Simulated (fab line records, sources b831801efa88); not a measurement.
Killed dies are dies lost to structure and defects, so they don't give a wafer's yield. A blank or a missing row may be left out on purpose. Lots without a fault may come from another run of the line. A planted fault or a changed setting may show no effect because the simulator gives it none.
Tool commonality check | flow sky130 | 12 lots, 36 wafers sampled

WHY IT WAS OPENED
At SKY_SONOS_TUNNEL_TW_MEAS_12 the reading SONOS_TUNNEL_TW is flagged on 2 of 12 lots. Wafers without a fault read 197.7, standard deviation 2.5.
Rule: a lot is flagged when every wafer of it that has a number lies more than 4 standard deviations from that mean, or none has a number. The other lots count as sound.

lot  | measured     | on            | SONOS_TUNNEL_TW, wafer by wafer | flag
L123 | day 11 03:10 | film_metro-03 | 198.9 197.6 197.7               |
L124 | day 11 18:14 | film_metro-04 | 201.5 200.4 200.5               |
L126 | day 12 12:43 | film_metro-02 | 193.3 193.4 193.6               |
L127 | day 12 21:13 | film_metro-02 | 193.0 194.1 193.2               |
L129 | day 13 12:49 | film_metro-04 | 201.6 200.2 201.0               |
L131 | day 14 00:24 | film_metro-03 | 199.2 198.0 199.7               |
L136 | day 15 22:57 | film_metro-03 | 179.1 179.2 178.9               | FLAGGED
L140 | day 17 02:40 | film_metro-02 | 176.3 175.5 176.0               | FLAGGED
L141 | day 17 12:20 | film_metro-02 | 195.2 194.7 196.0               |
L143 | day 17 20:14 | film_metro-02 | 195.0 195.9 196.1               |
L144 | day 18 05:55 | film_metro-02 | 192.7 195.3 193.3               |
L146 | day 18 23:02 | film_metro-03 | 198.5 197.8 197.7               |
The numbers of the flagged lots are 177.5 on average: -20.2 against the usual, or -8 standard deviations.

WHICH TOOL RAN EACH LOT
The record holds 2 process steps before the reading, out of a route of 708 steps. In each cell: the tool, then ch and the chambers that the sampled wafers went through, then the start.
lot  | flag    | SKY_VT_ADJUST_PCH_STRIP_09           | SKY_SONOS_TUNNEL_IMPLANT_09
L123 |         | plasma_asher-01 ch 0,1, day 10 04:37 | implanter-03 ch 0, day 11 02:44
L124 |         | plasma_asher-04 ch 0, day 10 18:34   | implanter-04 ch 0, day 11 17:49
L126 |         | plasma_asher-02 ch 1, day 11 11:58   | implanter-04 ch 0, day 12 12:17
L127 |         | plasma_asher-02 ch 0,1, day 11 21:08 | implanter-02 ch 0, day 12 20:50
L129 |         | plasma_asher-01 ch 0,1, day 12 10:58 | implanter-04 ch 0, day 13 12:23
L131 |         | plasma_asher-02 ch 0,1, day 12 21:46 | implanter-02 ch 0, day 13 23:59
L136 | FLAGGED | plasma_asher-01 ch 0,1, day 14 19:28 | implanter-02 ch 0, day 15 22:32
L140 | FLAGGED | plasma_asher-04 ch 0,1, day 15 21:37 | implanter-02 ch 0, day 17 02:16
L141 |         | plasma_asher-01 ch 0,1, day 16 07:25 | implanter-03 ch 0, day 17 11:58
L143 |         | plasma_asher-02 ch 0,1, day 16 15:25 | implanter-04 ch 0, day 17 19:47
L144 |         | plasma_asher-01 ch 0,1, day 17 00:10 | implanter-03 ch 0, day 18 05:32
L146 |         | plasma_asher-04 ch 0,1, day 17 16:10 | implanter-03 ch 0, day 18 22:38
What these steps do:
- SKY_VT_ADJUST_PCH_STRIP_09: strips in O2/N2.
- SKY_SONOS_TUNNEL_IMPLANT_09
- SKY_SONOS_TUNNEL_TW_MEAS_12

FLAGGED OVER TOTAL, TOOL BY TOOL (the gauges that took the reading come last)
step                        | tool            | lots run | flagged | share of the flagged lots | sound lots run after its first flagged lot
SKY_VT_ADJUST_PCH_STRIP_09  | plasma_asher-01 | 5        | 1       | some                      | 2 (L141,L144)
SKY_VT_ADJUST_PCH_STRIP_09  | plasma_asher-02 | 4        | 0       | none                      | -
SKY_VT_ADJUST_PCH_STRIP_09  | plasma_asher-04 | 3        | 1       | some                      | 1 (L146)
SKY_SONOS_TUNNEL_IMPLANT_09 | implanter-02    | 4        | 2       | all                       | 0
SKY_SONOS_TUNNEL_IMPLANT_09 | implanter-03    | 4        | 0       | none                      | -
SKY_SONOS_TUNNEL_IMPLANT_09 | implanter-04    | 4        | 0       | none                      | -
SKY_SONOS_TUNNEL_TW_MEAS_12 | film_metro-02   | 6        | 1       | some                      | 3 (L141,L143,L144)
SKY_SONOS_TUNNEL_TW_MEAS_12 | film_metro-03   | 4        | 1       | some                      | 1 (L146)
SKY_SONOS_TUNNEL_TW_MEAS_12 | film_metro-04   | 2        | 0       | none                      | -

WHAT THE TABLE ALLOWS
1 row of the table ran every flagged lot: implanter-02 at SKY_SONOS_TUNNEL_IMPLANT_09.
- implanter-02 at SKY_SONOS_TUNNEL_IMPLANT_09: 2 of its 4 lots flagged. Its last sound lot is L131 (day 13 23:59), its first flagged lot L136 (day 15 22:32): a fault that began between those two fits.
One tool is left: implanter-02 at SKY_SONOS_TUNNEL_IMPLANT_09.

WHAT THE SIMULATOR HAD PUT IN
Process parameter drift: implanter-02, from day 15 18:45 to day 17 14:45, at SKY_SONOS_TUNNEL_IMPLANT_09. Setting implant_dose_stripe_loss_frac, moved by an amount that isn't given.
Lots struck among those shown: L136, L140. The rule above found the same.
